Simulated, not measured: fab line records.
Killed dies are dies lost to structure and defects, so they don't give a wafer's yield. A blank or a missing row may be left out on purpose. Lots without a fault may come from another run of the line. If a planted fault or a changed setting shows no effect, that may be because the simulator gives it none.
Chamber matching + flow gf180mcu + rie-diel-03 running GF_V5_ETCH_16: 4 sister chambers
The step etches BARC in N2/H2. 4 wafers are shown with their chamber, then 10 later ones without.

## WAFERS, EACH WITH ITS CHAMBER
| wafer  | chamber | drypump-motor-current-A (A) |
|--------|---------|-----------------------------|
| L087.6 | 1       | 5.3                         |
| L088.1 | 3       | 5.9                         |
| L089.1 | 0       | 5.7                         |
| L089.5 | 2       | 5.2                         |

## WAFERS WITH NO CHAMBER GIVEN
| wafer  | drypump-motor-current-A (A) |
|--------|-----------------------------|
| L089.6 | 5.3                         |
| L093.2 | 5.8                         |
| L093.3 | 5.3                         |
| L093.6 | 5.2                         |
| L095.1 | 5.8                         |
| L095.3 | 5.2                         |
| L095.6 | 5.2                         |
| L096.1 | 5.3                         |
| L096.2 | 5.2                         |
| L096.4 | 5.7                         |

## EACH ONE'S CHAMBER
| wafer  | from the rows above     | in truth                   |
|--------|-------------------------|----------------------------|
| L089.6 | 1                       | 1                          |
| L093.2 | can't be placed: 0 or 3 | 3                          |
| L093.3 | 1                       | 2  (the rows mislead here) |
| L093.6 | 2                       | 2                          |
| L095.1 | can't be placed: 0 or 3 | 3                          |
| L095.3 | 2                       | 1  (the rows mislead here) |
| L095.6 | 2                       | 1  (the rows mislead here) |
| L096.1 | 1                       | 1                          |
| L096.2 | 2                       | 2                          |
| L096.4 | 0                       | 0                          |
Correctly placed: 5 of 10. Not placeable from these rows: 2 (in 2, the candidates include the true chamber). Placed wrongly: 3.
How it was worked out, from the rows above alone: a wafer's distance from a chamber is the root of the sum, over the readings, of the square of ((its reading less the chamber's mean) divided by the reading's scatter). If the next closest chamber is less than 2 further off than the closest, the wafer can't be placed; otherwise it belongs to the closest. For every chamber, the mean is computed from those of its wafers that are shown. The scatter: with one shown wafer a chamber, the root of the mean of the squares of how far each hidden wafer lies from its nearest shown one.
